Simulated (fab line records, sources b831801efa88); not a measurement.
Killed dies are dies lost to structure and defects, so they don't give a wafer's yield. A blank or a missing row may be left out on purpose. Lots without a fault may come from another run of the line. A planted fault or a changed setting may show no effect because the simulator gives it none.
Chamber matching | flow sky130 | SKY_POLY_CUT_ETCH_10 on rie_diel-03: 4 sister chambers
The step etches BARC in N2/H2, stops on SiO2, time 45.9 s, target depth 60 nm. 8 wafers are shown with their chamber, then 7 later ones without.

WAFERS WITH THEIR CHAMBER
wafer  | chamber | drypump_motor_current_A (A) | rf_fwd_power_W (W)
L796.5 | 3       | 4.7                         | 494.6
L797.6 | 2       | 6.1                         | 497.3
L803.1 | 3       | 4.7                         | 495.3
L804.1 | 0       | 5.5                         | 494.7
L804.2 | 2       | 6.1                         | 494.1
L804.5 | 0       | 5.4                         | 497.3
L806.3 | 1       | 5.8                         | 491.2
L806.5 | 1       | 5.8                         | 493.4

WAFERS WITHOUT THEIR CHAMBER
wafer  | drypump_motor_current_A (A) | rf_fwd_power_W (W)
L806.6 | 6.1                         | 494.7
L809.3 | 5.5                         | 495.9
L809.4 | 6.1                         | 497.3
L809.6 | 6.1                         | 494.2
L812.3 | 6.1                         | 496.8
L812.5 | 5.5                         | 496.8
L812.6 | 4.7                         | 491.0

WHICH CHAMBER EACH WENT THROUGH
wafer  | from the rows above | in truth
L806.6 | 2                   | 2
L809.3 | 0                   | 0
L809.4 | 2                   | 2
L809.6 | 2                   | 2
L812.3 | 2                   | 2
L812.5 | 0                   | 0
L812.6 | 3                   | 3
Placed correctly: 7 of 7. Can't be placed from these rows: 0. Placed wrongly: 0.
How it was worked out, from the rows above alone: a wafer's distance from a chamber is the root of the sum, over the readings, of the square of ((its reading less the chamber's mean) divided by the reading's scatter). The wafer belongs to the nearest chamber; if the next one is less than 2 further off, it can't be placed. A chamber's mean is the mean of its shown wafers. The scatter: the root of (the sum of the squares of (reading less its chamber's mean) over the shown wafers, divided by (wafers less chambers)).
